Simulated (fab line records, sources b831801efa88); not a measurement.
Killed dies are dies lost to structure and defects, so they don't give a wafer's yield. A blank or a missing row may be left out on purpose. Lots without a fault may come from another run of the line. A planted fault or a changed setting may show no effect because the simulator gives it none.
Which tool did it? | flow gf180mcu | 12 lots, 36 wafers sampled, at 4 steps of a route of 602

WHAT THE GAUGES READ, wafer by wafer
GF_M4_CD_MEAS_14: target cd 280 nm.
lot  | measured     | on        | cd_nm (nm)
L770 | day 23 21:20 | cd_sem-01 | 280.9 281.5 281.1
L771 | day 24 00:19 | cd_sem-01 | 279.5 279.7 279.6
L772 | day 24 12:14 | cd_sem-01 | 279.9 279.5 279.7
L774 | day 25 03:59 | cd_sem-01 | 280.1 280.8 280.5
L776 | day 25 22:40 | cd_sem-02 | 290.6 291.1 289.3
L777 | day 26 06:38 | cd_sem-02 | 291.3 289.4 290.3
L782 | day 27 16:38 | cd_sem-01 | 278.9 279.3 278.5
L785 | day 28 19:55 | cd_sem-02 | 279.8 279.6 280.7
L787 | day 29 15:03 | cd_sem-02 | 280.7 279.8 280.2
L788 | day 29 15:30 | cd_sem-02 | 281.6 281.1 281.3
L791 | day 30 10:41 | cd_sem-02 | 282.7 282.7 281.3
L792 | day 30 16:44 | cd_sem-02 | 281.8 278.7 279.9

WHICH TOOL RAN EACH LOT (tool, then ch and the chambers of the sampled wafers, then the start)
lot  | GF_M4_SPUTTER_02             | GF_M4_SPUTTER_03             | GF_M4_SOFTBAKE_10
L770 | pvd_sputter-02, day 22 22:37 | pvd_sputter-02, day 22 22:38 | litho_track-04 ch 0, day 23 10:05
L771 | pvd_sputter-02, day 23 02:21 | pvd_sputter-02, day 23 02:23 | litho_track-04 ch 0, day 23 13:32
L772 | pvd_sputter-04, day 23 13:46 | pvd_sputter-04, day 23 13:48 | litho_track-02 ch 0, day 24 00:44
L774 | pvd_sputter-01, day 24 05:39 | pvd_sputter-01, day 24 05:41 | litho_track-04 ch 0, day 24 17:30
L776 | pvd_sputter-02, day 25 01:25 | pvd_sputter-02, day 25 01:27 | litho_track-04 ch 0, day 25 11:41
L777 | pvd_sputter-04, day 25 09:28 | pvd_sputter-04, day 25 09:30 | litho_track-04 ch 0, day 25 20:26
L782 | pvd_sputter-01, day 26 21:13 | pvd_sputter-01, day 26 21:15 | litho_track-01 ch 0, day 27 06:46
L785 | pvd_sputter-04, day 28 00:19 | pvd_sputter-04, day 28 00:21 | litho_track-01 ch 0, day 28 10:13
L787 | pvd_sputter-02, day 28 20:22 | pvd_sputter-02, day 28 20:24 | litho_track-01 ch 0, day 29 05:53
L788 | pvd_sputter-04, day 28 20:22 | pvd_sputter-04, day 28 20:24 | litho_track-04 ch 0, day 29 06:02
L791 | pvd_sputter-02, day 29 15:47 | pvd_sputter-02, day 29 15:49 | litho_track-04 ch 0, day 30 01:04
L792 | pvd_sputter-02, day 29 22:36 | pvd_sputter-02, day 29 22:38 | litho_track-04 ch 0, day 30 07:57
- GF_M4_SPUTTER_02: material AlCu, target thk 450 nm, time 23.9 s.
- GF_M4_SPUTTER_03: material Ti, target thk 10 nm, time 6.7 s.
- GF_M4_SOFTBAKE_10: time 60 s.

WHAT THE TOOLS THEMSELVES READ (means of the sampled wafers that have a number; where no wafer has one, the mark that the record gives instead)
GF_M4_SPUTTER_02.
lot  | tool           | chamber_pressure_pa (Pa) | throttle_valve_pct (%)
L770 | pvd_sputter-02 | 0.4002                   | 30.5
L771 | pvd_sputter-02 | 0.3999                   | 30.6
L772 | pvd_sputter-04 | 0.4001                   | 29.9
L774 | pvd_sputter-01 | 0.3997                   | 29.5
L776 | pvd_sputter-02 | 0.4000                   | 30.3
L777 | pvd_sputter-04 | 0.4002                   | 30.2
L782 | pvd_sputter-01 | 0.4002                   | 29.7
L785 | pvd_sputter-04 | 0.3999                   | 29.0
L787 | pvd_sputter-02 | 0.4008                   | 30.3
L788 | pvd_sputter-04 | 0.3993                   | 30.3
L791 | pvd_sputter-02 | 0.4002                   | 30.5
L792 | pvd_sputter-02 | 0.4000                   | 31.1

GF_M4_SPUTTER_03.
lot  | tool           | chamber_pressure_pa (Pa) | throttle_valve_pct (%)
L770 | pvd_sputter-02 | 0.3001                   | 30.6
L771 | pvd_sputter-02 | 0.3006                   | 30.7
L772 | pvd_sputter-04 | 0.3002                   | 30.0
L774 | pvd_sputter-01 | 0.3001                   | 29.5
L776 | pvd_sputter-02 | 0.3000                   | 30.1
L777 | pvd_sputter-04 | 0.2996                   | 30.1
L782 | pvd_sputter-01 | 0.2996                   | 29.6
L785 | pvd_sputter-04 | 0.2999                   | 29.0
L787 | pvd_sputter-02 | 0.3003                   | 30.5
L788 | pvd_sputter-04 | 0.3007                   | 30.2
L791 | pvd_sputter-02 | 0.2999                   | 30.4
L792 | pvd_sputter-02 | 0.2997                   | 31.2

GF_M4_SOFTBAKE_10.
lot  | tool           | heater_power_total_W (W) | plate_temp_C (C)
L770 | litho_track-04 | 93.07                    | 129.97
L771 | litho_track-04 | 93.08                    | 129.98
L772 | litho_track-02 | 93.03                    | 129.87
L774 | litho_track-04 | 93.05                    | 130.03
L776 | litho_track-04 | 89.11                    | 125.70
L777 | litho_track-04 | 89.18                    | 125.72
L782 | litho_track-01 | 93.01                    | 130.04
L785 | litho_track-01 | 93.11                    | 130.13
L787 | litho_track-01 | 93.07                    | 129.91
L788 | litho_track-04 | 93.08                    | 130.09
L791 | litho_track-04 | 93.01                    | 130.11
L792 | litho_track-04 | 93.04                    | 130.19

THE ANSWER, worked out from the rows above alone
Rule: what is usual is taken from the lots themselves. Put in order of their means at a reading, lots are off if they are a third of the lots or fewer, leave a main group of 4 or more, and stand apart from it by a gap of 3 or more times the standard deviation of the main group's means; of several such gaps the widest counts. A main group whose means are all the same, to the digits that the tables above print for the reading, isn't used. A lot without any number at a reading at which 4 lots or more have one is off too. The other lots that the step has rows for count as sound. The gauges are gone through in route order, then the tools' own readings, and for those a lot's mean is taken as printed above. The first step at which some lot is off is used, and at that step the reading that is off furthest; a lot without a number counts as furthest.
Off: L776, L777, at GF_M4_CD_MEAS_14 (cd_nm). The main group: mean 280.4 nm, standard deviation 0.92.
A tool fits if, at a process step before that reading, it ran every lot that is off, and no sound lot after the first of them. The gauges at GF_M4_CD_MEAS_14 aren't tried: what is off there is off at GF_M4_SOFTBAKE_10 too, on other tools, and a gauge's error can't cause that. None of those tried fits.

WHAT THE SIMULATOR HAD PUT IN
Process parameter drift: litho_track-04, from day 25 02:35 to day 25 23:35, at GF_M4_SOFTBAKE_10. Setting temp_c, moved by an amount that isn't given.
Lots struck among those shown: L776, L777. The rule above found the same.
